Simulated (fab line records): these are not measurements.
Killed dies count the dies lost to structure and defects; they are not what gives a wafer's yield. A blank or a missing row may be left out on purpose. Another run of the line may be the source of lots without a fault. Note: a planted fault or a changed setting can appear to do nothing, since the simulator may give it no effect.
Which of the tools did it? | flow sky130 | 11 lots, 33 wafers sampled, at 4 steps of a route of 708

== WHAT EACH GAUGE READ, for each wafer ==
SKY_LI_CONTACT_RS_MEAS_22: the measuring method here is four-point-probe.
lot  | measured     | on            | LI_CONTACT_W_RS (ohm/sq)
L634 | day 30 05:32 | film metro-04 | 0.2817 0.2859 0.2849
L641 | day 32 04:55 | film metro-03 | 0.3116 0.3127 0.2862
L643 | day 32 19:34 | film metro-03 | 0.2880 0.3066 0.3060
L645 | day 33 09:15 | film metro-03 | 0.2867 0.2845 0.2884
L648 | day 34 06:50 | film metro-04 | 0.2818 0.2874 0.2805
L649 | day 34 08:55 | film metro-04 | 0.2855 0.2836 0.2817
L652 | day 36 05:22 | film metro-04 | 0.2853 0.2828 0.2814
L653 | day 36 07:25 | film metro-02 | 0.2831 0.2824 0.2788
L650 | day 36 07:43 | film metro-04 | 0.2814 0.2804 0.2781
L654 | day 36 09:31 | film metro-02 | 0.2876 0.2863 0.2833
L655 | day 36 10:55 | film metro-02 | 0.2812 0.2794 0.2792

SKY_LI_CONTACT_THK_MEAS_23: measures by xrf.
lot  | measured     | on            | LI_CONTACT_W_THK (nm)
L634 | day 30 05:39 | film metro-04 | 414 406 413
L641 | day 32 05:02 | film metro-03 | 374 373 406
L643 | day 32 19:40 | film metro-03 | 404 381 381
L645 | day 33 09:22 | film metro-03 | 406 408 405
L648 | day 34 06:58 | film metro-04 | 421 413 425
L649 | day 34 09:02 | film metro-04 | 414 418 424
L652 | day 36 05:29 | film metro-04 | 416 421 422
L653 | day 36 07:32 | film metro-02 | 422 421 435
L650 | day 36 07:50 | film metro-04 | 422 424 426
L654 | day 36 09:37 | film metro-02 | 416 417 424
L655 | day 36 11:02 | film metro-02 | 426 430 430

SKY_CONTACT_THK_MEAS_01.
lot  | measured     | on            | CONTACT_CVD_00_THK (nm)
L634 | day 31 10:22 | film metro-02 | 74.0 75.8 76.6
L641 | day 33 09:40 | film metro-02 | 72.4 74.9 73.9
L643 | day 33 23:19 | film metro-02 | 76.0 77.1 76.8
L645 | day 34 13:38 | film metro-01 | 73.6 74.5 74.9
L648 | day 35 10:19 | film metro-02 | 74.5 74.0 75.2
L649 | day 35 11:29 | film metro-01 | 74.3 74.0 74.5
L652 | day 37 08:32 | film metro-01 | 75.2 75.6 75.8
L653 | day 37 10:25 | film metro-01 | 74.4 76.4 75.7
L650 | day 37 10:56 | film metro-02 | 74.1 75.9 73.0
L654 | day 37 12:36 | film metro-01 | 75.2 75.9 75.4
L655 | day 37 14:01 | film metro-02 | 73.2 75.5 74.8

== EACH LOT AND THE TOOL THAT RAN IT (in order: tool; ch and the chambers of the sampled wafers; start) ==
lot  | SKY_LI_CONTACT_CVD_21
L634 | cvd w-02 ch 0,1, day 30 05:24
L641 | cvd w-02 ch 0,1, day 32 04:47
L643 | cvd w-02 ch 0,1, day 32 19:26
L645 | cvd w-01 ch 0, day 33 09:07
L648 | cvd w-01 ch 0,1, day 34 06:43
L649 | cvd w-01 ch 0,1, day 34 08:47
L652 | cvd w-02 ch 0,1, day 36 05:14
L653 | cvd w-01 ch 0,1, day 36 07:17
L650 | cvd w-02 ch 0,1, day 36 07:35
L654 | cvd w-02 ch 0,1, day 36 09:22
L655 | cvd w-01 ch 0, day 36 10:47
- SKY_LI_CONTACT_CVD_21: deposits W, target thk 400 nm, time 120.56 s.

== WHAT THE TOOLS THEMSELVES READ (means of the sampled wafers that have a number; where no wafer has one, the mark that the record gives instead) ==
SKY_LI_CONTACT_CVD_21.
lot  | tool     | chamber pressure Torr (Torr) | heater power w (W) | susceptor temp C (C)
L634 | cvd w-02 | 39.93                        | 798                | 400.17
L641 | cvd w-02 | 40.01                        | 895                | 397.09
L643 | cvd w-02 | 40.07                        | 889                | 396.99
L645 | cvd w-01 | 40.00                        | 736                | 400.05
L648 | cvd w-01 | 39.98                        | 790                | 399.92
L649 | cvd w-01 | 40.03                        | 802                | 400.12
L652 | cvd w-02 | 40.00                        | 906                | 400.19
L653 | cvd w-01 | 39.92                        | 789                | 399.76
L650 | cvd w-02 | 40.00                        | 908                | 400.03
L654 | cvd w-02 | 40.02                        | 918                | 400.05
L655 | cvd w-01 | 40.11                        | 731                | 399.99

== THE ANSWER, worked out from the rows above alone ==
Rule: what is usual is taken from the lots themselves. The widest of any qualifying gaps counts: lots, ordered by their means at a reading, are off when they make up no more than a third of the lots, leave a main group of 4 or more, and stand apart from it by 3 or more times the standard deviation of that group's means. Not used: any main group whose means are identical at the precision the tables above print for the reading. Also off: a lot with no number at a reading for which 4 or more lots have one. All remaining lots with rows at the step are treated as sound. First the gauges in route order, then the tools' own readings, where a lot's mean is used as printed above. At the first step where some lot is off, the reading lying furthest off is the one used; lots without a number count as furthest.
Off: at SKY_LI_CONTACT_RS_MEAS_22 (LI_CONTACT_W_RS), L641, L643. The main group has a mean of 0.2831 ohm/sq with a standard deviation of 0.0022.
If a tool, at a process step before that reading, ran all the lots that are off and no sound lot after the first of them, it fits. Not tried: the gauges at SKY_LI_CONTACT_RS_MEAS_22; whatever is off there is also off at SKY_LI_CONTACT_CVD_21, on other tools, and gauge error can't account for it. None of those tried fits.

== WHAT THE SIMULATOR HAD INSERTED ==
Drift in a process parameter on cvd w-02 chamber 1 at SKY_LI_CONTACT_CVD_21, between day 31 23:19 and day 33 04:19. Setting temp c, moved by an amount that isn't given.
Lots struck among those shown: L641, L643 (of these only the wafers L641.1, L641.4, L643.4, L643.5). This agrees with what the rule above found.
